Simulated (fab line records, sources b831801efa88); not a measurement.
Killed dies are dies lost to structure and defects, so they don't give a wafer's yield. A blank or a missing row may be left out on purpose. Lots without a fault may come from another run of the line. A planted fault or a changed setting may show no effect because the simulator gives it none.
Which tool did it? | flow sky130 | 11 lots, 33 wafers sampled, at 2 steps of a route of 708

WHAT THE GAUGES READ, wafer by wafer
SKY_SD_N_RS_MEAS_18: measures by four-point-probe.
lot  | measured     | on            | RES_XHIGH_RS (ohm/sq)
L392 | day 29 10:26 | film_metro-02 | 332.9 333.0 333.9
L393 | day 29 16:38 | film_metro-02 | 334.6 335.8 333.4
L394 | day 29 19:58 | film_metro-03 | 332.7 331.4 334.0
L397 | day 31 06:10 | film_metro-03 | 331.8 330.7 331.4
L399 | day 31 11:30 | film_metro-04 | 341.5 341.2 340.7 340.7 340.2 340.4
L400 | day 31 22:32 | film_metro-04 | 337.5 338.2 338.0 338.9 338.0 338.8
L406 | day 34 13:50 | film_metro-04 | 334.6 334.6 333.2
L408 | day 35 12:32 | film_metro-02 | 335.0 334.6 335.3
L409 | day 35 17:44 | film_metro-02 | 331.9 332.3 333.2
L412 | day 35 21:39 | film_metro-03 | 334.4 334.1 334.5
L413 | day 36 05:56 | film_metro-04 | 332.5 332.1 332.8

WHICH TOOL RAN EACH LOT (tool, then ch and the chambers of the sampled wafers, then the start)
lot  | SKY_RES_XHIGH_IMPLANT_07
L392 | implanter-01 ch 0, day 28 04:46
L393 | implanter-04 ch 0, day 28 11:01
L394 | implanter-03 ch 0, day 28 13:51
L397 | implanter-03 ch 0, day 30 00:58
L399 | implanter-04 ch 0, day 30 06:28
L400 | implanter-04 ch 0, day 30 17:45
L406 | implanter-03 ch 0, day 33 09:18
L408 | implanter-04 ch 0, day 34 08:57
L409 | implanter-03 ch 0, day 34 13:49
L412 | implanter-01 ch 0, day 34 17:32
L413 | implanter-03 ch 0, day 35 03:01
- SKY_RES_XHIGH_IMPLANT_07

THE ANSWER, worked out from the rows above alone
Rule: what is usual is taken from the lots themselves. Put in order of their means at a reading, lots are off if they are a third of the lots or fewer, leave a main group of 4 or more, and stand apart from it by a gap of 3 or more times the standard deviation of the main group's means; of several such gaps the widest counts. A main group whose means are all the same, to the digits that the tables above print for the reading, isn't used. A lot without any number at a reading at which 4 lots or more have one is off too. The other lots that the step has rows for count as sound.
No lot is off at any reading shown: from this, nothing can be told.

WHAT THE SIMULATOR HAD PUT IN
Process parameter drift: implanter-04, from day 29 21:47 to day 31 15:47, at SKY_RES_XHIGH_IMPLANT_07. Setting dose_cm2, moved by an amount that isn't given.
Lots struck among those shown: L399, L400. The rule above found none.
